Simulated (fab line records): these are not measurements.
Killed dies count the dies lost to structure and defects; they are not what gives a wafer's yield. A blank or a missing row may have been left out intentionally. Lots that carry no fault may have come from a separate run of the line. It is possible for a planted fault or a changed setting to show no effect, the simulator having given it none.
fab line records | flow sky130 | part 2 of 2: steps 31 to 31 of 31
[record] lots = 6 wafers = 18 last_day = 50
route steps=708 shown LI_CONTACT@375 LOCAL_INTERCONNECT@387 PAD_OPEN@708
lots that met no fault: taken from a fault-free run of the same line
start_h: hours from the record's first day to the start of the lot's first wafer shown | wait_h: how many hours have passed since the lot's step before this one | " as in the row above | L1.1+2: several wafers, shown together as one row | - no value, or no start given | * or withheld: withheld | < > ~ a bound
route shown NAME@n: names a module that has steps shown in the file, with the first one's number in the route | usual: average and standard deviation across the fault-free wafers | same: alike in all rows | chamber/n: place in a boat | sites: readings site by site | _std_site: standard deviation across them | _edge_site: inner sites' mean taken away from outer sites' mean | radius_mm: for every site, how far away it sits from the centre of the wafer | mask NAME#n: copy n | behind: tool/chamber where the wafer was last shaped | hold: cause of the lot's hold/its duration in hours/its outcome | device: transistor that didn't switch, given as n, p or np | end of line: tests of these same wafers at the route's end | for a step that has no rows: nothing shown but its recipe | killed: dies that structure and defects cost at the first sort, which is not the same as the wafer's yield | map: the dies of a wafer, with x for killed, . for not killed, _ for no die there
set.NAME: the setting the step ran with; set.NAME@STEP: the setting that earlier step ran with | model.NAME: the simulator's own value behind a step, which no gauge read
lots seen at some steps along the route; tables by step, rows by wafer
services: from which hour (start_h, from the record's first day; less than 0 if before it) a tool's chamber was out of use, for how many hours, and why
[[steps]]
[step SKY_PAD_OPEN_PROBE_99]
[usual] killed_at_M0_to_M3 = 43/6.6 killed_at_M4_up = 2.9/1.8 killed_at_contacts = 25/5.3 killed_at_front_end = 15/4.1 killed_at_other = 0.3/0.6 killed_dies = 86/8.8 killed_open = 47/6.7 killed_short = 39/6.2
[same] gross_dies = 492 killed_at_back_side = 0
// columns lot.wafer tool chamber start_h wait_h killed_at_M0_to_M3 killed_at_M4_up killed_at_contacts killed_at_front_end killed_at_other killed_dies killed_open killed_short model.etest.res_li.rs_ohm_sq
L724.1 prober-01 - 1101.36 0.1 46 2 15 15 0 78 42 36 12.72
L724.2 prober-01 - 1101.41 0.1 44 2 29 16 0 91 48 43 12.76
L724.3 prober-01 - 1101.46 0.2 39 6 36 8 1 90 48 42 12.36
L729.2 prober-01 - 1136.19 0.1 39 4 34 11 0 88 46 42 12.88
L729.3 prober-01 - 1136.24 0.2 35 2 13 12 0 62 37 25 12.88
L729.5 prober-01 - 1136.34 0.2 59 1 35 10 1 106 60 46 12.85
L738.2 prober-02 - 1176.75 0.1 46 10 22 20 0 98 59 31 12.96
L738.3 prober-02 - 1176.80 0.2 44 3 13 18 0 78 39 39 12.85
L738.5 prober-02 - 1176.90 0.2 38 0 31 19 1 89 53 36 13.16
L739.2 prober-01 - 1180.13 0.1 48 4 25 15 0 92 48 43 13.02
L739.3 prober-01 - 1180.18 0.2 41 3 27 13 1 85 45 39 12.87
L739.5 prober-01 - 1180.28 0.2 45 2 28 22 1 98 51 47 13.07
L741.2 prober-01 - 1199.14 0.1 41 0 33 11 2 87 45 41 12.74
L741.4 prober-01 - 1199.24 0.2 43 2 26 7 1 79 38 40 12.78
L741.5 prober-01 - 1199.29 0.2 45 3 29 19 1 97 58 38 12.97
L743.1 prober-01 - 1201.15 0.1 40 1 23 23 0 87 50 37 12.99
L743.4 prober-01 - 1201.30 0.2 49 3 34 20 0 106 58 47 13.06
L743.6 prober-01 - 1201.40 0.2 47 1 14 23 0 85 47 38 13.08
// killed by level:class
L724.1 VIA2:geometric_particle:open=10 VIA1:geometric_particle:open=8 VIA3:geometric_particle:open=7 METAL1:geometric_particle:short=6 FIELD_ISO:geometric_particle:short=5 CONTACT:geometric_particle:open=5 CONTACT:geometric_particle:short=5 VIA1:geometric_particle:short=4
L724.2 LI_CONTACT:geometric_particle:open=11 VIA1:geometric_particle:open=11 VIA2:geometric_particle:open=8 VIA1:geometric_particle:short=7 CONTACT:geometric_particle:short=6 FIELD_ISO:geometric_particle:short=5 LOCAL_INTERCONNECT:geometric_particle:short=5 POLY_GATE:geometric_particle:short=4
L724.3 CONTACT:geometric_particle:open=16 VIA1:geometric_particle:short=8 VIA1:geometric_particle:open=8 LI_CONTACT:geometric_particle:open=6 CONTACT:geometric_particle:short=6 LOCAL_INTERCONNECT:geometric_particle:short=5 VIA3:geometric_particle:open=5 VIA3:geometric_particle:short=5
L729.2 CONTACT:geometric_particle:open=11 LI_CONTACT:geometric_particle:open=10 METAL2:geometric_particle:short=8 VIA1:geometric_particle:open=7 FIELD_ISO:geometric_particle:open=6 CONTACT:geometric_particle:short=6 VIA3:geometric_particle:open=5 METAL1:geometric_particle:short=5
L729.3 VIA3:geometric_particle:open=10 LI_CONTACT:geometric_particle:open=8 METAL2:geometric_particle:short=6 VIA1:geometric_particle:open=5 VIA1:geometric_particle:short=4 FIELD_ISO:geometric_particle:open=3 METAL1:geometric_particle:short=3 CONTACT:geometric_particle:open=2
L729.5 VIA3:geometric_particle:open=15 METAL2:geometric_particle:short=11 CONTACT:geometric_particle:open=11 LI_CONTACT:geometric_particle:open=10 VIA1:geometric_particle:open=9 CONTACT:geometric_particle:short=6 VIA1:geometric_particle:short=6 FIELD_ISO:geometric_particle:open=5
L738.2 VIA1:geometric_particle:open=14 CONTACT:geometric_particle:open=12 VIA3:geometric_particle:open=10 VIA4:area_etch=8 POLY_GATE:geometric_particle:open=7 VIA2:geometric_particle:open=5 VIA1:geometric_particle:short=4 METAL2:geometric_particle:short=4
L738.3 VIA1:geometric_particle:open=12 METAL1:geometric_particle:short=9 FIELD_ISO:geometric_particle:open=7 VIA1:geometric_particle:short=5 CONTACT:geometric_particle:short=5 CONTACT:geometric_particle:open=4 POLY_GATE:geometric_particle:short=3 VIA2:geometric_particle:short=3
L738.5 CONTACT:geometric_particle:open=14 LI_CONTACT:geometric_particle:open=9 METAL1:geometric_particle:short=7 VIA3:geometric_particle:open=7 VIA1:geometric_particle:open=6 FIELD_ISO:geometric_particle:short=5 POLY_GATE:geometric_particle:open=4 FIELD_ISO:geometric_particle:open=3
L739.2 VIA1:geometric_particle:open=13 LI_CONTACT:geometric_particle:open=10 METAL1:geometric_particle:short=9 METAL2:geometric_particle:short=6 CONTACT:geometric_particle:open=6 VIA3:geometric_particle:open=6 FIELD_ISO:geometric_particle:open=5 POLY_GATE:geometric_particle:open=4
L739.3 LI_CONTACT:geometric_particle:open=9 VIA1:geometric_particle:open=9 VIA1:geometric_particle:short=7 CONTACT:geometric_particle:open=7 VIA3:geometric_particle:open=5 POLY_GATE:geometric_particle:open=4 LOCAL_INTERCONNECT:geometric_particle:short=4 CONTACT:geometric_particle:short=4
L739.5 CONTACT:geometric_particle:open=13 VIA1:geometric_particle:open=8 METAL2:geometric_particle:short=7 FIELD_ISO:geometric_particle:open=6 VIA3:geometric_particle:open=6 METAL1:geometric_particle:short=6 FIELD_ISO:geometric_particle:short=5 VIA2:geometric_particle:open=5
L741.2 LOCAL_INTERCONNECT:geometric_particle:short=9 CONTACT:geometric_particle:open=9 VIA1:geometric_particle:open=9 VIA2:geometric_particle:open=8 METAL2:geometric_particle:short=7 LI_CONTACT:geometric_particle:open=5 CONTACT:geometric_particle:short=5 VIA1:geometric_particle:short=5
L741.4 VIA1:geometric_particle:open=10 CONTACT:geometric_particle:open=9 METAL2:geometric_particle:short=9 VIA1:geometric_particle:short=7 LI_CONTACT:geometric_particle:open=6 LOCAL_INTERCONNECT:geometric_particle:short=5 CONTACT:geometric_particle:short=5 VIA3:geometric_particle:open=4
L741.5 VIA1:geometric_particle:open=12 LI_CONTACT:geometric_particle:open=11 CONTACT:geometric_particle:open=10 VIA2:geometric_particle:open=8 POLY_GATE:geometric_particle:short=5 METAL1:geometric_particle:short=5 FIELD_ISO:geometric_particle:open=4 LOCAL_INTERCONNECT:geometric_particle:short=4
L743.1 VIA1:geometric_particle:open=11 VIA2:geometric_particle:open=10 CONTACT:geometric_particle:open=8 METAL1:geometric_particle:short=7 FIELD_ISO:geometric_particle:short=6 FIELD_ISO:geometric_particle:open=6 CONTACT:geometric_particle:short=6 POLY_GATE:geometric_particle:open=5
L743.4 VIA1:geometric_particle:open=13 CONTACT:geometric_particle:open=12 METAL2:geometric_particle:short=10 VIA3:geometric_particle:open=9 CONTACT:geometric_particle:short=9 LI_CONTACT:geometric_particle:open=6 VIA1:geometric_particle:short=6 POLY_GATE:geometric_particle:short=5
L743.6 VIA2:geometric_particle:open=8 VIA1:geometric_particle:open=8 FIELD_ISO:geometric_particle:open=7 CONTACT:geometric_particle:open=7 METAL1:geometric_particle:short=6 VIA1:geometric_particle:short=6 METAL2:geometric_particle:short=6 FIELD_ISO:geometric_particle:short=4
[[services]]
// columns tool chamber start_h hours kind
rie_metal-01 - 688.08 14.6 pm
wet_bench-01 - 701.15 1.5 repair
pvd_sputter-04 - 706.96 1.0 repair
rie_metal-01 1 720.87 4.6 repair
cmp-01 - 722.84 5.5 pm
cmp-02 - 728.62 5.1 repair
plasma_asher-04 - 733.75 9.0 pm
pvd_sputter-02 - 741.76 2.4 repair
cmp-02 - 744.00 4.0 pm
plasma_asher-03 - 751.83 6.1 repair
cmp-02 - 754.48 8.9 pm
pvd_sputter-03 - 760.26 0.6 repair
pvd_sputter-04 - 774.40 3.2 repair
rie_metal-03 - 774.75 0.3 repair
plasma_asher-04 - 799.18 5.8 repair
cmp-01 - 801.83 9.2 pm
pvd_sputter-03 - 804.38 1.4 repair
rie_metal-01 1 804.71 16.9 repair
rie_metal-03 1 809.57 4.0 repair
wet_bench-01 - 833.33 0.9 repair
plasma_asher-02 - 846.30 2.7 repair
cmp-01 - 854.20 1.3 repair
plasma_asher-02 - 861.57 0.9 repair
pvd_sputter-01 - 865.53 0.6 repair
[[key]]
[first_sign] step = SKY_LOCAL_INTERCONNECT_SPUTTER_00 reading = cathode_dc_power_W direction = down sigmas = 99+ usual = 6499.9 struck = 6349.6
effect none on later readings
[model_effect] step = SKY_LOCAL_INTERCONNECT_SPUTTER_00 value = TiN_of_LOCAL_INTERCONNECT_SPUTTER_00.thk_nm without = 100.4 struck = 98.12
[model_effect] step = SKY_LOCAL_INTERCONNECT_METAL_ETCH_14 value = etch.depth_nm without = 100.4 struck = 98.12
[model_effect] step = SKY_LOCAL_INTERCONNECT_STRIP_16 value = TiN_of_LOCAL_INTERCONNECT_SPUTTER_00.thk_nm without = 100 struck = 97.7
[model_effect] step = SKY_PAD_OPEN_PROBE_99 value = etest.res_li.rs_ohm_sq without = 12.69 struck = 12.99
met_at SKY_LOCAL_INTERCONNECT_SPUTTER_00
struck_wafers L738.2,L738.3,L738.5,L739.2,L739.3,L739.5
tester_left_out L738,L739
onset_between 756.08 816.93
[fault] kind = process_parameter_drift tool = pvd_sputter-03 chamber = - onset_h = 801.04 steps = SKY_LOCAL_INTERCONNECT_SPUTTER_00 channel = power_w offset = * shape = step end_h = 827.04 acts_in = * stated = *
// tester_left_out: of these lots the tester's yield and bins aren't shown, on N5 and GAA mostly nor the transistor test; their killed dies are dies lost to structure and defects alone, not to doping, threshold or leakage, so they don't give the yield
